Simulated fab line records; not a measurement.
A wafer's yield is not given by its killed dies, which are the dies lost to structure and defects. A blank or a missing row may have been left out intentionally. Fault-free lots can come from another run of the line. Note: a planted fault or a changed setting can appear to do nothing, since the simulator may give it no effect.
The same fault as seen by 2 desks | flow gf180mcu | each desk has only its own numbers; what lay behind them comes last

== THE METROLOGY DESK ==
What the gauges read, lot by lot, whatever tool the lot ran on: means of the sampled wafers that have a number. Any lot whose mean is over 4 standard deviations away from the usual mean is out of limits and marked OUT; that distance is given in the brackets.
Columns: A = HV_LDD_RS at GF_HV_LDD_RS_MEAS_53, usual 418.6 ohm/sq
lot  | first seen here | A
L216 | day 12 22:56    | 419.5
L217 | day 13 06:58    | 418.1
L218 | day 13 10:59    | 419.5
L219 | day 13 21:59    | 419.0
L220 | day 14 03:20    | 418.6
L222 | day 14 20:14    | 421.9
L224 | day 15 07:11    | 421.5
L232 | day 18 04:52    | 419.3
L233 | day 18 11:10    | 419.2
L234 | day 18 19:41    | 417.8
L235 | day 19 00:37    | 418.8
L236 | day 19 09:48    | 418.4
L237 | day 20 06:34    | 418.6
This desk's verdict: no lot among the 13 shows anything out of limits.

== DESK OF THE TOOL OWNER: implanter-02 ==
GF_HV_LDD_IMPLANT_35, tool's own readings: per-lot mean of the sampled wafers with a number, covering each lot this tool ran. Any lot whose mean is over 4 standard deviations away from the usual mean is out of limits and marked OUT; that distance is given in the brackets.
Columns: A = dose ions cm2 at GF_HV_LDD_IMPLANT_35, usual 7.5e+12; B = faraday current uA at GF_HV_LDD_IMPLANT_35, usual 42.4; C = rotation deg at GF_HV_LDD_IMPLANT_35, usual 180.00 degrees
lot  | first seen here | A                         | B               | C
L216 | day 12 02:22    | 7.5e+12                   | 41.7            | 180.01
L217 | day 12 10:11    | 7.5e+12                   | 42.1            | 179.98
L218 | day 12 14:23    | 7.5e+12                   | 42.8            | 179.99
L219 | day 13 00:56    | 7.5e+12                   | 41.9            | 179.99
L220 | day 13 05:32    | 7.5e+12                   | 42.2            | 180.01
L222 | day 13 22:08    | 6.3e+12 (-99 or more) OUT | 36.1 (-7.7) OUT | 179.99
L224 | day 14 08:46    | 6.3e+12 (-99 or more) OUT | 35.7 (-8.2) OUT | 180.00
L233 | day 17 11:09    | 7.5e+12                   | 42.6            | 180.01
This desk's finding: out of limits on L222, L224; first on L222, day 13 22:08 (dose ions cm2 at GF_HV_LDD_IMPLANT_35). L216, L217, L218, L219, L220, L233: within limits.

== TAKEN TOGETHER ==
At day 13 22:08, on L222, L224, the tool owner's desk was in a position to raise an alarm.
At the metrology desk, nothing out of limits was observed.
The metrology desk has L222, L224 on record, within its limits.
Of the lots named, all ran GF_HV_LDD_IMPLANT_35 on implanter-02.

== WHAT THE SIMULATOR HAD INSERTED ==
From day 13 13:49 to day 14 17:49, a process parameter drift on implanter-02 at GF_HV_LDD_IMPLANT_35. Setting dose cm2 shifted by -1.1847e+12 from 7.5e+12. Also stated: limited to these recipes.
Struck lots among those shown: L222, L224.
Hours from the fault's start to each desk's first reading out of limits: the tool owner's desk, 8.
